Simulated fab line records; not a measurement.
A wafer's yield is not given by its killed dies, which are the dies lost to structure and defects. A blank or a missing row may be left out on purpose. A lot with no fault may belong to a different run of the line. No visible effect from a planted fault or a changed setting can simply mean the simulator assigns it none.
Which tool is to blame? / flow sky130 / 36 wafers from 12 lots sampled at 4 of the route's 708 steps

WHAT THE GAUGES SHOWED, per wafer
SKY_PASSIVATION_THK_MEAS_01. Usual: PASSIVATION_CVD_00_THK gives 90.1 nm (standard deviation 1.1).
lot=L654; measured=day 44 05:10; on=filmMetro-01; PASSIVATION_CVD_00_THK (nm)=90.5 88.6 89.4; flag=
lot=L655; measured=day 44 18:07; on=filmMetro-02; PASSIVATION_CVD_00_THK (nm)=89.6 90.3 90.6; flag=
lot=L657; measured=day 45 02:32; on=filmMetro-01; PASSIVATION_CVD_00_THK (nm)=91.8 90.4 91.4; flag=
lot=L658; measured=day 45 13:01; on=filmMetro-01; PASSIVATION_CVD_00_THK (nm)=89.9 90.7 91.1; flag=
lot=L661; measured=day 46 09:19; on=filmMetro-04; PASSIVATION_CVD_00_THK (nm)=88.5 88.8 89.6; flag=
lot=L662; measured=day 46 16:51; on=filmMetro-04; PASSIVATION_CVD_00_THK (nm)=89.8 90.2 88.9; flag=
lot=L667; measured=day 47 20:15; on=filmMetro-04; PASSIVATION_CVD_00_THK (nm)=88.8 89.5 91.0; flag=
lot=L672; measured=day 48 17:47; on=filmMetro-01; PASSIVATION_CVD_00_THK (nm)=89.3 89.2 91.1; flag=
lot=L673; measured=day 48 21:48; on=filmMetro-01; PASSIVATION_CVD_00_THK (nm)=90.1 89.8 89.4; flag=
lot=L674; measured=day 49 03:27; on=filmMetro-01; PASSIVATION_CVD_00_THK (nm)=89.7 90.7 90.7; flag=
lot=L676; measured=day 49 04:23; on=filmMetro-04; PASSIVATION_CVD_00_THK (nm)=90.9 90.1 91.2; flag=
lot=L677; measured=day 49 18:40; on=filmMetro-02; PASSIVATION_CVD_00_THK (nm)=90.5 92.3 91.4; flag=

SKY_PASSIVATION_THK_MEAS_03. Usual: PASSIVATION_CVD_02_THK gives 540 nm (standard deviation 6.1).
lot=L654; measured=day 44 05:26; on=filmMetro-01; PASSIVATION_CVD_02_THK (nm)=533 534 534; flag=
lot=L655; measured=day 44 18:23; on=filmMetro-04; PASSIVATION_CVD_02_THK (nm)=532 540 544; flag=
lot=L657; measured=day 45 02:56; on=filmMetro-04; PASSIVATION_CVD_02_THK (nm)=549 549 538; flag=
lot=L658; measured=day 45 13:25; on=filmMetro-01; PASSIVATION_CVD_02_THK (nm)=541 547 553; flag=
lot=L661; measured=day 46 09:35; on=filmMetro-04; PASSIVATION_CVD_02_THK (nm)=538 540 543; flag=
lot=L662; measured=day 46 17:08; on=filmMetro-02; PASSIVATION_CVD_02_THK (nm)=552 556 553; flag=
lot=L667; measured=day 47 20:32; on=filmMetro-04; PASSIVATION_CVD_02_THK (nm)=533 535 543; flag=
lot=L672; measured=day 48 18:04; on=filmMetro-02; PASSIVATION_CVD_02_THK (nm)=538 533 545; flag=
lot=L673; measured=day 48 22:05; on=filmMetro-01; PASSIVATION_CVD_02_THK (nm)=528 534 540; flag=
lot=L674; measured=day 49 03:44; on=filmMetro-02; PASSIVATION_CVD_02_THK (nm)=537 538 546; flag=
lot=L676; measured=day 49 04:40; on=filmMetro-02; PASSIVATION_CVD_02_THK (nm)=534 533 541; flag=
lot=L677; measured=day 49 19:04; on=filmMetro-01; PASSIVATION_CVD_02_THK (nm)=532 537 544; flag=

WHAT TOOL EACH LOT RAN ON (gives the tool, then ch and the chambers of the sampled wafers, and finally the start)
lot=L654; SKY_METAL1_SPUTTER_00=pvdSputter-03, day 32 02:11; SKY_METAL5_DESCUM_14=rieMetal-01 ch 0,1, day 44 04:08
lot=L655; SKY_METAL1_SPUTTER_00=pvdSputter-01, day 32 18:15; SKY_METAL5_DESCUM_14=rieMetal-01 ch 0,1, day 44 17:10
lot=L657; SKY_METAL1_SPUTTER_00=pvdSputter-03, day 33 05:47; SKY_METAL5_DESCUM_14=rieMetal-04 ch 0,1, day 45 01:38
lot=L658; SKY_METAL1_SPUTTER_00=pvdSputter-01, day 33 18:59; SKY_METAL5_DESCUM_14=rieMetal-01 ch 0,1, day 45 12:07
lot=L661; SKY_METAL1_SPUTTER_00=pvdSputter-01, day 34 16:53; SKY_METAL5_DESCUM_14=rieMetal-04 ch 0,1, day 46 08:25
lot=L662; SKY_METAL1_SPUTTER_00=pvdSputter-01, day 35 04:02; SKY_METAL5_DESCUM_14=rieMetal-02 ch 0,1, day 46 15:57
lot=L667; SKY_METAL1_SPUTTER_00=pvdSputter-03, day 36 16:04; SKY_METAL5_DESCUM_14=rieMetal-01 ch 0,1, day 47 19:17
lot=L672; SKY_METAL1_SPUTTER_00=pvdSputter-04, day 37 20:22; SKY_METAL5_DESCUM_14=rieMetal-01 ch 0,1, day 48 16:52
lot=L673; SKY_METAL1_SPUTTER_00=pvdSputter-01, day 37 23:27; SKY_METAL5_DESCUM_14=rieMetal-04 ch 0, day 48 20:55
lot=L674; SKY_METAL1_SPUTTER_00=pvdSputter-01, day 38 06:58; SKY_METAL5_DESCUM_14=rieMetal-04 ch 0,1, day 49 02:33
lot=L676; SKY_METAL1_SPUTTER_00=pvdSputter-01, day 38 10:23; SKY_METAL5_DESCUM_14=rieMetal-02 ch 0,1, day 49 03:29
lot=L677; SKY_METAL1_SPUTTER_00=pvdSputter-01, day 39 03:55; SKY_METAL5_DESCUM_14=rieMetal-02 ch 1, day 49 17:25
- SKY_METAL1_SPUTTER_00: material Ti, target thk 15 nm, time 10 s.
- SKY_METAL5_DESCUM_14: chemistry O2, time 11 s.

WHAT THE TOOLS THEMSELVES READ (means of the sampled wafers that have a number; where no wafer has one, the mark that the record gives instead)
SKY_METAL1_SPUTTER_00. Usual: chamberPressurePa 0.3999 Pa, standard deviation 0.00086; throttleValvePct 30.2 %, standard deviation 0.77.
lot=L654; tool=pvdSputter-03; chamberPressurePa (Pa)=0.3993; throttleValvePct (%)=30.3; flag=
lot=L655; tool=pvdSputter-01; chamberPressurePa (Pa)=0.3999; throttleValvePct (%)=30.5; flag=
lot=L657; tool=pvdSputter-03; chamberPressurePa (Pa)=0.3995; throttleValvePct (%)=30.6; flag=
lot=L658; tool=pvdSputter-01; chamberPressurePa (Pa)=0.3994; throttleValvePct (%)=30.2; flag=
lot=L661; tool=pvdSputter-01; chamberPressurePa (Pa)=0.4005; throttleValvePct (%)=30.2; flag=
lot=L662; tool=pvdSputter-01; chamberPressurePa (Pa)=0.4003; throttleValvePct (%)=30.6; flag=
lot=L667; tool=pvdSputter-03; chamberPressurePa (Pa)=0.3999; throttleValvePct (%)=30.1; flag=
lot=L672; tool=pvdSputter-04; chamberPressurePa (Pa)=0.4008; throttleValvePct (%)=28.9; flag=
lot=L673; tool=pvdSputter-01; chamberPressurePa (Pa)=0.3999; throttleValvePct (%)=30.4; flag=
lot=L674; tool=pvdSputter-01; chamberPressurePa (Pa)=0.3998; throttleValvePct (%)=30.1; flag=
lot=L676; tool=pvdSputter-01; chamberPressurePa (Pa)=0.4009; throttleValvePct (%)=30.1; flag=
lot=L677; tool=pvdSputter-01; chamberPressurePa (Pa)=0.4003; throttleValvePct (%)=29.6; flag=

SKY_METAL5_DESCUM_14. Usual: drypumpMotorCurrentA 5.6 A, standard deviation 0.57; oesProductAu 0.999 a.u., standard deviation 0.0074.
lot=L654; tool=rieMetal-01; drypumpMotorCurrentA (A)=6.4; oesProductAu (a.u.)=1.004; flag=
lot=L655; tool=rieMetal-01; drypumpMotorCurrentA (A)=6.3; oesProductAu (a.u.)=1.002; flag=
lot=L657; tool=rieMetal-04; drypumpMotorCurrentA (A)=5.1; oesProductAu (a.u.)=1.004; flag=
lot=L658; tool=rieMetal-01; drypumpMotorCurrentA (A)=6.4; oesProductAu (a.u.)=1.003; flag=
lot=L661; tool=rieMetal-04; drypumpMotorCurrentA (A)=5.1; oesProductAu (a.u.)=1.003; flag=
lot=L662; tool=rieMetal-02; drypumpMotorCurrentA (A)=5.4; oesProductAu (a.u.)=1.000; flag=
lot=L667; tool=rieMetal-01; drypumpMotorCurrentA (A)=6.4; oesProductAu (a.u.)=0.996; flag=
lot=L672; tool=rieMetal-01; drypumpMotorCurrentA (A)=6.3; oesProductAu (a.u.)=0.998; flag=
lot=L673; tool=rieMetal-04; drypumpMotorCurrentA (A)=5.1; oesProductAu (a.u.)=0.995; flag=
lot=L674; tool=rieMetal-04; drypumpMotorCurrentA (A)=5.1; oesProductAu (a.u.)=0.997; flag=
lot=L676; tool=rieMetal-02; drypumpMotorCurrentA (A)=5.4; oesProductAu (a.u.)=0.994; flag=
lot=L677; tool=rieMetal-02; drypumpMotorCurrentA (A)=5.7; oesProductAu (a.u.)=0.993; flag=

THE ANSWER, worked out from the rows above alone
Rule: lot off if the mean of its wafers having a number is beyond 3 standard deviations from the usual mean. A lot without any number at a reading at which 4 lots or more have one is off too. Any other lot the step has rows for is counted as sound. Order of review: gauges by route order, followed by the tools' own readings, for which a lot's mean as printed above is used. The first step at which some lot is off is used, and at that step the reading that is off furthest; a lot without a number counts as furthest.
Across all readings shown, no lot is off: no conclusion can be drawn from this.

WHAT HAD BEEN PUT IN BY THE SIMULATOR
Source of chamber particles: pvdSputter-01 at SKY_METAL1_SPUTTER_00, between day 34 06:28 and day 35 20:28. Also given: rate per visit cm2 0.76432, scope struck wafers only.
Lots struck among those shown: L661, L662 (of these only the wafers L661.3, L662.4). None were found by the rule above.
